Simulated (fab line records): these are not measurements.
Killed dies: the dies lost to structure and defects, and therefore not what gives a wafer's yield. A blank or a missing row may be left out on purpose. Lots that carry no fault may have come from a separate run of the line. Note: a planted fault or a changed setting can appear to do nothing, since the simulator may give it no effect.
Chamber matching -- flow gf180mcu -- cmp-01 running GF_V5_CMP_04: 4 sister chambers
The step polishes SiO2. 4 wafers are shown with their chamber, then 10 later ones without.

## WAFERS PAIRED WITH THEIR CHAMBERS
wafer,chamber,motor current A (A)
L191.2,3,10.3
L191.3,1,12.1
L193.1,0,10.1
L193.2,2,12.8

## WAFERS WITHOUT THEIR CHAMBER
wafer,motor current A (A)
L193.6,10.4
L199.1,12.5
L199.4,10.3
L199.6,10.1
L201.1,10.4
L201.2,12.9
L201.5,10.0
L202.1,10.8
L202.3,12.6
L202.6,10.4

## WHICH CHAMBER EACH WENT THROUGH
wafer,from the rows above,in truth
L193.6,can't be placed: 3 or 0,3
L199.1,can't be placed: 2 or 1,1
L199.4,can't be placed: 3 or 0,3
L199.6,can't be placed: 0 or 3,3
L201.1,can't be placed: 3 or 0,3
L201.2,2,2
L201.5,can't be placed: 0 or 3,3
L202.1,can't be placed: 3 or 0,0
L202.3,can't be placed: 2 or 1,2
L202.6,can't be placed: 3 or 0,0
1 of 10 placed correctly. Unplaceable from these rows: 9, with the true chamber sitting among the candidates in 9. Number placed wrongly: 0.
How it was worked out, from the rows above alone: a wafer's distance from a chamber is the root of the sum, over the readings, of the square of ((its reading less the chamber's mean) divided by the reading's scatter). If the next closest chamber is less than 2 further off than the closest, the wafer can't be placed; otherwise it belongs to the closest. For every chamber, the mean is computed from those of its wafers that are shown. The scatter: root of mean squared gap, hidden wafer to nearest shown wafer, with one shown wafer a chamber.
